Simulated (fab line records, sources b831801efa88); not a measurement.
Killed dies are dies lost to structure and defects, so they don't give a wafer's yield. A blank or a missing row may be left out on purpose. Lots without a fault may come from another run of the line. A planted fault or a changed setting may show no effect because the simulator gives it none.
Problem report in the 8D (eight disciplines) form, filled by code | flow sfq_line | the parts of the form that need people (team, actions taken, sign-off) are left out

1. THE PROBLEM
oes_product_au at SFQ_TRILAYER_C5_BARC_OPEN_VIA_ETCH_210 reads a mean of 0.764 a.u. on 6 wafers of 2 lots; wafers without a fault read 0.685 a.u. with a standard deviation of 0.0047. That is +17 standard deviations from the usual mean.
The step: etches BARC in O2, target depth 125 nm, time 41.7 s.
First seen on wafer L206.1, day 79 14:23, on rie_diel-04. The record holds 18 wafers of 6 lots with a number at this step. Rule for "out", or "out of limits": more than 4 standard deviations from the usual mean. The other wafers with a number count as sound.

2. WHAT IT IS AND WHAT IT IS NOT
question                    | is                           | is not
which readings at this step | oes_product_au, run_length_s | drypump_motor_current_A
which lots                  | L206, L207                   | L190, L196, L197, L208
which wafers of those lots  | all that have a number       | -
read on which tools         | rie_diel-04                  | rie_diel-01
when                        | from day 79 14:23            | up to then (9 sound wafers); but 3 sound wafers of L208 came after

3. SUSPECTS, AND WHAT RULES EACH OUT
Counting: a tool at a process step up to the reading stays a suspect if it ran every lot that is out and no sound lot after the first of them.
- rie_diel-04 at SFQ_TRILAYER_C5_BARC_OPEN_VIA_ETCH_210 (etches BARC in O2, target depth 125 nm, time 41.7 s): kept. It ran every lot that is out, first L206 (day 79 14:23), and no sound lot after that; its last sound lot up to then is L197 (day 76 15:27). Its own readings are out on those wafers: oes_product_au, run_length_s.
Left after counting: rie_diel-04 at SFQ_TRILAYER_C5_BARC_OPEN_VIA_ETCH_210.

4. THE CAUSE (what the simulator had put in)
Process parameter drift: rie_diel-04, from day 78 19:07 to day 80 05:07, at SFQ_TRILAYER_C5_BARC_OPEN_VIA_ETCH_210. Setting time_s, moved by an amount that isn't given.
Counting left only this tool.

5. THE CHAIN OF EFFECTS, in route order
Each row: a reading whose mean over the struck wafers that have a number lies more than 3 standard deviations from the usual. Only readings for which the record gives a usual standard deviation are gone through. hours: the time from each lot's start at the first step in this table that gives one to its start at this step, as a median over the lots. sigmas: the change in usual standard deviations.
hours | step                                   | reading        | usual      | on struck wafers | change | sigmas
0     | SFQ_TRILAYER_C5_BARC_OPEN_VIA_ETCH_210 | oes_product_au | 0.685 a.u. | 0.764            | +0.079 | +17
0     | SFQ_TRILAYER_C5_BARC_OPEN_VIA_ETCH_210 | run_length_s   | 70.0 s     | 63.7             | -6.3   | -13
The process steps in it:
- SFQ_TRILAYER_C5_BARC_OPEN_VIA_ETCH_210: etches BARC in O2, target depth 125 nm, time 41.7 s.

6. WHAT WOULD HAVE CAUGHT IT SOONER
In this record the first reading out of limits was taken at day 79 14:23, 19 hours after the fault began at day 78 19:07.
